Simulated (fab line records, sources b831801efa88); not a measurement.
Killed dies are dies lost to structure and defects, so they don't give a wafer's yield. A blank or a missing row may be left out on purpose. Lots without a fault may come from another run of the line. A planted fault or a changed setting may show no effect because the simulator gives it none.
fab line records | flow sky130
record lots=11 wafers=33 last_day=49
route steps=708 shown FIELD_ISO@3 VT_ADJUST_HVTR@138 GATE_OXIDE@203 PAD_OPEN@708
lots that met no fault: from a run of the same line without faults
start_h: hours from the record's first day to the start of the lot's first wafer shown | wait_h: hours since the lot's step before | " the same as in the row above | L1.1+2: a row that stands for several wafers | - no value, or no start given | * or withheld: withheld | < > ~ a bound
route shown NAME@n: a module of which the file shows steps, and the number in the route of the first | usual: mean/standard deviation of fault-free wafers | same: alike in all rows | chamber/n: place in a boat | sites: the reading at each site | _std_site: their standard deviation | _edge_site: outer sites' mean less inner sites' | radius_mm: how far each site lies from the wafer's centre | mask NAME#n: copy n | behind: the tool/chamber that last shaped the wafer | hold: why the lot was held/for how many hours/how that ended | device: the transistor (n, p or np) that didn't switch | end of line: the same wafers' tests at the end of the route | a step without rows: its recipe alone | killed: dies lost to structure and defects at the first sort, not the wafer's yield | map: a wafer's dies, x killed, . not, _ none there
set.NAME: the setting as run; set.NAME@STEP: as run at that earlier step | model.NAME: the simulator's own value behind a step, which no gauge read
steps of the route over a sample of lots; a table a step, a row a wafer
services: from which hour (start_h, from the record's first day; less than 0 if before it) a tool's chamber was out of use, for how many hours, and why
## steps
# step SKY_FIELD_ISO_THK_MEAS_02
# recipe reads=SiO2_of_FIELD_ISO_OXIDATION_01
# usual FIELD_ISO_OXIDATION_00_THK=11.99/0.2
# columns lot.wafer tool chamber start_h wait_h FIELD_ISO_OXIDATION_00_THK[nm]
L333.1 film_metro-02 - 12.42 0.0 11.92
L333.3 " - " " 11.75
L333.5 " - " " 11.89
L335.2 film_metro-02 - 22.07 0.0 11.77
L335.3 " - " " 11.97
L335.4 " - " " 11.69
L336.1 film_metro-04 - 26.63 0.0 11.77
L336.5 " - " " 11.71
L336.6 " - " " 12.02
L337.1 film_metro-04 - 32.53 0.0 11.79
L337.3 " - " " 11.53
L337.5 " - " " 11.72
L338.3 film_metro-01 - 36.97 0.0 12.19
L338.4 " - " " 12.07
L338.6 " - " " 11.95
L339.1 film_metro-04 - 41.63 0.0 12.02
L339.2 " - " " 11.61
L339.4 " - " " 12.20
L340.2 film_metro-02 - 47.33 0.0 12.01
L340.4 " - " " 11.76
L340.5 " - " " 11.82
L348.2 film_metro-02 - 88.79 0.0 12.08
L348.4 " - " " 12.00
L348.5 " - " " 11.96
L349.1 film_metro-04 - 93.17 0.0 12.01
L349.2 " - " " 12.04
L349.5 " - " " 11.99
L350.4 film_metro-04 - 96.66 0.0 11.62
L350.5 " - " " 11.91
L350.6 " - " " 11.93
L352.2 film_metro-04 - 106.64 0.0 11.96
L352.5 " - " " 12.01
L352.6 " - " " 11.86
# step SKY_FIELD_ISO_ETCH_14
# recipe chemistry=N2/H2 target=BARC ion_energy_ev=200 source_w=500 bias_w=100 pressure_mtorr=30 n2_flow_sccm=100 h2_flow_sccm=200 stop_on=SiO2 time_s=45.9 target_depth_a=600
# usual drypump_motor_current_A=5.5/0.41 oes_product_au=0.855/0.0052 throttle_valve_pct=13.224/0.0087
# columns lot.wafer tool chamber start_h wait_h drypump_motor_current_A oes_product_au rf_hours_counter_h throttle_valve_pct
L333.1 rie_diel-01 3 30.39 0.1 5.6 0.856 168 13.204
L333.3 " 2 " " 5.9 0.861 160 13.224
L333.5 " 1 " " 4.9 0.856 - 13.214
L335.2 rie_diel-01 1 38.52 0.1 4.9 0.848 88 13.215
L335.3 " 3 " " 5.6 0.855 168 13.231
L335.4 " 2 " " 5.9 0.850 161 13.206
L336.1 rie_diel-01 1 43.52 0.1 4.9 0.851 88 13.225
L336.5 " 0 " " 5.7 0.861 - 13.222
L336.6 " 3 " " 5.6 0.853 - 13.212
L337.1 rie_diel-02 3 49.72 0.1 5.0 0.857 11 13.238
L337.3 " 2 " " 5.7 0.854 46 13.226
L337.5 " 1 " " 5.7 0.859 - 13.229
L338.3 rie_diel-02 1 55.32 0.1 5.7 0.857 155 13.218
L338.4 " 2 " " 5.7 0.855 46 13.237
L338.6 " 2 " " 5.7 0.860 - 13.219
L339.1 rie_diel-02 0 59.99 0.1 6.0 0.859 7 13.230
L339.2 " 3 " " 5.0 0.856 11 13.225
L339.4 " 1 " " 5.7 0.859 155 13.218
L340.2 rie_diel-01 0 66.14 0.1 5.7 0.856 166 13.228
L340.4 " 2 " " 5.9 0.855 161 13.230
L340.5 " 0 " " 5.7 0.851 - 13.234
L348.2 rie_diel-01 1 107.42 0.1 4.9 0.856 90 13.231
L348.4 " 1 " " 4.8 0.851 - 13.229
L348.5 " 2 " " 5.9 0.855 - 13.231
L349.1 rie_diel-01 3 112.74 0.1 5.6 0.859 0 13.229
L349.2 " 2 " " 5.8 0.851 162 13.216
L349.5 " 2 " " 5.9 0.853 - 13.235
L350.4 rie_diel-02 3 115.64 0.0 5.0 0.849 13 13.217
L350.5 " 1 " " 5.7 0.861 - 13.215
L350.6 " 0 " " 6.1 0.858 - 13.229
L352.2 rie_diel-02 1 127.97 0.1 5.7 0.855 156 13.219
L352.5 " 1 " " 5.7 0.852 - 13.230
L352.6 " 0 " " 6.1 0.846 - 13.235
# step SKY_VT_ADJUST_HVTR_CD_MEAS_07
# recipe target_cd_nm=380
# usual cd_nm=380.4/2.9
# columns lot.wafer tool chamber start_h wait_h cd_nm
L333.1 cd_sem-01 - 202.27 0.1 377.5
L333.3 " - " " 377.1
L333.5 " - " " 380.6
L335.2 cd_sem-01 - 216.69 0.1 381.2
L335.3 " - " " 379.5
L335.4 " - " " 384.1
L336.1 cd_sem-02 - 224.22 0.1 377.2
L336.5 " - " " 379.6
L336.6 " - " " 379.5
L337.1 cd_sem-02 - 233.77 0.1 383.4
L337.3 " - " " 382.9
L337.5 " - " " 384.1
L338.3 cd_sem-01 - 239.23 0.1 378.3
L338.4 " - " " 377.5
L338.6 " - " " 377.9
L339.1 cd_sem-01 - 248.87 0.2 379.5
L339.2 " - " " 381.7
L339.4 " - " " 381.1
L340.2 cd_sem-02 - 254.96 0.1 377.7
L340.4 " - " " 377.9
L340.5 " - " " 372.5
L348.2 cd_sem-02 - 311.46 0.1 377.5
L348.4 " - " " 374.2
L348.5 " - " " 378.9
L349.1 cd_sem-01 - 318.15 0.1 381.7
L349.2 " - " " 378.1
L349.5 " - " " 380.0
L350.4 cd_sem-01 - 325.36 0.1 379.5
L350.5 " - " " 379.8
L350.6 " - " " 379.1
L352.2 cd_sem-02 - 341.17 0.1 376.9
L352.5 " - " " 377.7
L352.6 " - " " 378.4
# step SKY_GATE_OXIDE_OXIDATION_16
# recipe temp_c=800 ambient=O2 idle_temp_c=700 ramp_up_c_per_min=10 ramp_down_c_per_min=3 stabilise_s=600 purge_s=300 target_thk_a=35.7 ox_time_s=1915
# usual spike_tc_bottom_C=818.2/1.2 spike_tc_centre_C=801.5/1.4 spike_tc_lower_C=801.0/1 spike_tc_top_C=812.4/1.4 spike_tc_upper_C=800.9/1.5 tube_center_temp_C=800.01/0.07 tube_center_temp_C_max=802.1/0.33 zone_power_bottom_pct=22.33/0.22 zone_power_centre_pct=14.8/0.72 zone_power_upper_pct=13.8/0.54
# columns lot.wafer tool chamber start_h wait_h spike_tc_bottom_C spike_tc_centre_C spike_tc_lower_C spike_tc_top_C spike_tc_upper_C tube_center_temp_C tube_center_temp_C_max zone_power_bottom_pct zone_power_centre_pct zone_power_upper_pct
L333.1 furnace-01 0 311.48 5.7 817.5 802.5 802.4 811.6 802.6 800.01 802.0 22.23 15.4 13.6
L333.3 " 0 " " 818.1 800.9 800.9 809.8 802.0 799.93 802.4 22.35 15.2 13.7
L333.5 " 0 " " 818.4 802.1 800.3 813.2 802.4 799.99 802.3 22.09 15.4 13.7
L335.2 furnace-01 0 327.41 2.1 819.9 801.1 800.0 810.6 802.6 799.95 802.3 22.44 15.4 13.5
L335.3 " 0 " " 818.2 802.0 802.5 811.2 801.1 799.98 802.4 22.14 15.4 13.2
L335.4 " 0 " " 816.6 800.3 800.5 811.5 801.8 799.97 801.7 22.79 15.4 13.5
L336.1 furnace-01 0 335.37 0.0 817.8 801.9 800.6 810.0 802.2 799.93 801.9 22.03 15.4 13.2
L336.5 " 0 " " 820.3 803.1 801.6 811.5 800.7 799.99 802.0 22.51 15.1 13.4
L336.6 " 0 " " 819.2 802.3 801.4 811.7 802.5 799.92 801.8 22.17 15.5 13.6
L337.1 furnace-02 0 343.40 0.0 817.1 800.2 801.0 814.0 799.6 799.99 801.9 22.66 13.6 14.5
L337.3 " 0 " " 816.1 799.0 801.6 814.2 800.3 799.84 801.4 22.46 13.7 14.7
L337.5 " 0 " " 817.8 799.8 800.0 815.1 799.8 800.05 802.5 21.88 13.8 14.7
L338.3 furnace-01 0 349.34 0.0 817.8 802.1 799.0 811.7 802.9 799.93 802.1 22.87 15.2 13.1
L338.4 " 0 " " 819.4 802.9 801.6 812.3 802.9 800.06 801.9 22.17 15.3 13.7
L338.6 " 0 " " 818.6 803.2 802.2 810.0 801.1 799.99 801.6 22.47 15.3 13.5
L339.1 furnace-01 0 374.60 6.6 819.0 802.2 800.7 813.9 801.8 800 801.5 22.15 15.3 13.4
L339.2 " 0 " " 818.1 801.0 803.2 811.1 801.3 800.02 802.5 22.38 15.2 13.5
L339.4 " 0 " " 819.8 802.6 801.5 812.2 801.2 799.96 801.8 22.35 15.5 13.4
L340.2 furnace-01 0 374.60 7.5 817.8 802.4 800.1 813.1 802.0 799.91 802.6 22.54 15.1 13.6
L340.4 " 0 " " 819.6 803.5 801.3 813.6 801.4 800.03 801.6 22.03 15.3 13.4
L340.5 " 0 " " 817.1 800.9 800.4 809.9 800.0 799.96 802.2 22.60 15.2 13.6
L348.2 furnace-01 0 435.69 0.5 865.1 848.2 846.8 854.1 846.9 845.58 847.5 25.23 17.0 15.1
L348.4 " 0 " " 863.4 847.2 845.4 858.1 846.8 845.66 847.5 25.04 17.5 15.4
L348.5 " 0 " " 862.1 846.6 847.2 857.2 848.5 845.73 847.9 25.86 16.9 15.3
L349.1 furnace-01 0 443.84 0.0 865.0 847.4 845.4 856.6 846.1 845.71 847.4 24.99 17.2 15.4
L349.2 " 0 " " 863.5 847.5 846.5 855.6 846.4 845.7 847.6 25.23 17.4 15.2
L349.5 " 0 " " 862.4 847.8 846.1 856.9 847.4 845.69 847.6 25.03 17.2 15.2
L350.4 furnace-02 0 449.40 0.0 818.5 801.5 799.6 812.7 798.0 800.1 802.0 22.19 13.6 14.7
L350.5 " 0 " " 817.8 800.0 803.3 812.9 800.2 799.96 802.1 22.49 13.5 14.8
L350.6 " 0 " " 816.5 800.6 799.8 813.7 800.1 800.12 802.2 22.58 13.8 14.5
L352.2 furnace-02 0 465.82 0.6 816.3 798.8 801.1 815.6 797.6 800.05 802.3 22.03 13.9 14.5
L352.5 " 0 " " 818.2 800.6 803.1 815.5 797.9 799.96 802.1 22.55 13.6 14.5
L352.6 " 0 " " 816.3 801.0 800.4 815.6 798.9 799.96 802.7 22.37 13.5 14.6
# step SKY_PAD_OPEN_PROBE_99
# usual killed_at_M0_to_M3=44/7.1 killed_at_M4_up=3.1/1.9 killed_at_contacts=25/5.8 killed_at_front_end=16/4.5 killed_at_other=0.3/0.52 killed_dies=88/9.1 killed_open=48/6.8 killed_short=39/5.8
# same gross_dies=492 killed_at_back_side=0
# columns lot.wafer tool chamber start_h wait_h killed_at_M0_to_M3 killed_at_M4_up killed_at_contacts killed_at_front_end killed_at_other killed_dies killed_open killed_short
L340.2 prober-02 - 1135.57 0.1 38 6 24 19 1 88 51 36
L340.4 prober-02 - 1135.67 0.2 50 4 37 17 1 109 66 42
L340.5 prober-02 - 1135.72 0.2 48 5 28 11 1 93 48 44
L348.2 prober-02 - 1165.40 0.1 39 5 26 12 0 82 49 33
L348.4 prober-02 - 1165.50 0.2 35 2 28 18 1 84 43 40
L348.5 prober-02 - 1165.55 0.2 41 5 26 22 0 94 52 39
L349.1 prober-01 - 1168.23 0.1 38 2 26 22 0 88 49 39
L349.2 prober-01 - 1168.28 0.1 42 1 31 11 1 86 52 33
L349.5 prober-01 - 1168.43 0.2 43 5 18 12 1 79 35 43
L350.4 prober-02 - 1171.46 0.2 54 1 17 17 0 89 48 41
L350.5 prober-02 - 1171.51 0.2 46 4 12 23 0 85 45 40
L350.6 prober-02 - 1171.56 0.2 34 4 21 14 0 73 37 36
L352.2 prober-02 - 1178.21 0.1 38 4 30 9 0 81 47 34
L352.5 prober-02 - 1178.36 0.2 34 4 16 15 0 69 36 33
L352.6 prober-02 - 1178.41 0.2 47 3 28 13 0 91 47 44
# killed by level:class
L340.2 LI_CONTACT:geometric_particle:open=8 CONTACT:geometric_particle:open=8 VIA1:geometric_particle:open=8 VIA3:geometric_particle:open=6 CONTACT:geometric_particle:short=5 METAL2:geometric_particle:open=5 FIELD_ISO:geometric_particle:short=4 FIELD_ISO:geometric_particle:open=4
L340.4 VIA1:geometric_particle:open=14 CONTACT:geometric_particle:open=12 LI_CONTACT:geometric_particle:open=10 VIA3:geometric_particle:open=9 METAL1:geometric_particle:short=7 POLY_GATE:geometric_particle:open=6 CONTACT:geometric_particle:short=5 METAL2:geometric_particle:short=5
L340.5 VIA1:geometric_particle:open=15 LOCAL_INTERCONNECT:geometric_particle:short=9 VIA3:geometric_particle:open=8 CONTACT:geometric_particle:open=7 METAL1:geometric_particle:short=6 FIELD_ISO:geometric_particle:short=4 CONTACT:geometric_particle:short=4 VIA1:geometric_particle:short=4
L348.2 VIA1:geometric_particle:open=13 LI_CONTACT:geometric_particle:open=9 CONTACT:geometric_particle:open=7 CONTACT:geometric_particle:short=5 VIA2:geometric_particle:open=5 VIA3:geometric_particle:open=5 METAL4:geometric_particle:short=4 POLY_GATE:geometric_particle:open=3
L348.4 VIA1:geometric_particle:open=8 LI_CONTACT:geometric_particle:open=7 VIA3:geometric_particle:open=7 CONTACT:geometric_particle:short=7 POLY_GATE:geometric_particle:open=6 FIELD_ISO:geometric_particle:short=5 CONTACT:geometric_particle:open=5 LI_CONTACT:geometric_particle:short=4
L348.5 VIA1:geometric_particle:open=10 CONTACT:geometric_particle:open=8 FIELD_ISO:geometric_particle:short=7 FIELD_ISO:geometric_particle:open=6 LI_CONTACT:geometric_particle:open=6 CONTACT:geometric_particle:short=6 VIA2:geometric_particle:open=6 VIA3:geometric_particle:open=6
L349.1 VIA1:geometric_particle:open=10 LOCAL_INTERCONNECT:geometric_particle:short=8 CONTACT:geometric_particle:open=8 FIELD_ISO:geometric_particle:short=7 LI_CONTACT:geometric_particle:open=7 VIA2:geometric_particle:open=6 VIA1:geometric_particle:short=5 POLY_GATE:geometric_particle:open=4
L349.2 VIA1:geometric_particle:open=11 CONTACT:geometric_particle:open=10 VIA2:geometric_particle:open=8 LI_CONTACT:geometric_particle:open=8 CONTACT:geometric_particle:short=5 VIA2:geometric_particle:short=5 METAL3:geometric_particle:short=5 LOCAL_INTERCONNECT:geometric_particle:short=4
L349.5 METAL1:geometric_particle:short=9 VIA1:geometric_particle:open=6 LOCAL_INTERCONNECT:geometric_particle:short=5 VIA3:geometric_particle:open=5 FIELD_ISO:geometric_particle:open=4 FIELD_ISO:geometric_particle:short=4 CONTACT:geometric_particle:short=4 VIA2:geometric_particle:open=4
L350.4 VIA1:geometric_particle:open=16 METAL2:geometric_particle:short=10 VIA3:geometric_particle:short=6 LI_CONTACT:geometric_particle:open=6 VIA1:geometric_particle:short=6 FIELD_ISO:geometric_particle:open=5 FIELD_ISO:geometric_particle:short=5 CONTACT:geometric_particle:open=4
L350.5 VIA1:geometric_particle:open=17 METAL2:geometric_particle:short=7 POLY_GATE:geometric_particle:short=6 VIA1:geometric_particle:short=6 SPACER:geometric_particle:open=4 VIA2:geometric_particle:open=4 VIA3:geometric_particle:open=4 FIELD_ISO:geometric_particle:open=3
L350.6 VIA1:geometric_particle:open=9 CONTACT:geometric_particle:open=7 POLY_GATE:geometric_particle:short=5 LI_CONTACT:geometric_particle:open=5 METAL1:geometric_particle:short=5 VIA1:geometric_particle:short=5 FIELD_ISO:geometric_particle:short=4 CONTACT:geometric_particle:short=4
L352.2 LI_CONTACT:geometric_particle:open=13 VIA1:geometric_particle:open=7 METAL2:geometric_particle:short=7 VIA2:geometric_particle:open=7 LI_CONTACT:geometric_particle:short=5 CONTACT:geometric_particle:open=5 METAL1:geometric_particle:short=5 LOCAL_INTERCONNECT:geometric_particle:short=4
L352.5 METAL1:geometric_particle:short=8 LI_CONTACT:geometric_particle:open=7 VIA2:geometric_particle:open=7 VIA1:geometric_particle:open=6 FIELD_ISO:geometric_particle:open=4 POLY_GATE:geometric_particle:short=4 LI_CONTACT:geometric_particle:short=4 VIA1:geometric_particle:short=4
L352.6 LI_CONTACT:geometric_particle:open=12 CONTACT:geometric_particle:open=8 VIA3:geometric_particle:open=8 VIA2:geometric_particle:open=7 VIA3:geometric_particle:short=5 METAL1:geometric_particle:short=5 VIA1:geometric_particle:short=5 METAL2:geometric_particle:short=5
## services
# columns tool chamber start_h hours kind
rie_diel-02 1 34.56 15.1 repair
rie_diel-02 3 35.48 3.0 repair
rie_diel-01 - 72.76 0.1 repair
rie_diel-01 3 81.69 - clean
rie_diel-01 3 81.69 29.9 scheduled_down
rie_diel-01 3 81.69 29.9 vent_cycle
furnace-02 - 83.13 4.1 pm
furnace-01 - 87.55 4.1 pm
furnace-02 - 134.28 3.2 pm
rie_diel-01 0 171.79 5.2 repair
rie_diel-01 - 191.01 7.3 repair
furnace-01 - 211.63 2.7 pm
furnace-02 - 215.90 17.5 repair
rie_diel-01 3 217.97 16.4 repair
furnace-01 - 251.63 3.3 pm
rie_diel-01 3 257.21 8.2 repair
rie_diel-02 2 278.79 5.1 repair
rie_diel-01 0 320.94 2.6 repair
rie_diel-02 0 358.27 10.7 repair
furnace-02 - 359.00 14.8 repair
furnace-02 - 373.80 3.1 pm
rie_diel-01 - 396.19 1.0 repair
rie_diel-02 2 402.68 3.6 repair
furnace-01 - 418.78 3.0 pm
## key
first_sign step=SKY_GATE_OXIDE_OXIDATION_16 reading=tube_center_temp_C direction=up sigmas=99+ usual=* struck=*
effect step=SKY_GATE_OXIDE_OXIDATION_16 reading=tube_center_temp_C_max direction=up sigmas=99+ usual=* struck=*
met_at SKY_GATE_OXIDE_OXIDATION_16
struck_lots L348,L349
tester_left_out L348,L349
not_acting_at SKY_FIELD_ISO_THK_MEAS_02,SKY_FIELD_ISO_ETCH_14,SKY_VT_ADJUST_HVTR_CD_MEAS_07
onset_between 374.60 435.69
fault kind=process_parameter_drift tool=furnace-01 chamber=- onset_h=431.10 steps=SKY_GATE_OXIDE_OXIDATION_16 channel=temp_c offset=* shape=step end_h=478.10 acts_in=* stated=*
# tester_left_out: of these lots the tester's yield and bins aren't shown, on N5 and GAA mostly nor the transistor test; their killed dies are dies lost to structure and defects alone, not to doping, threshold or leakage, so they don't give the yield
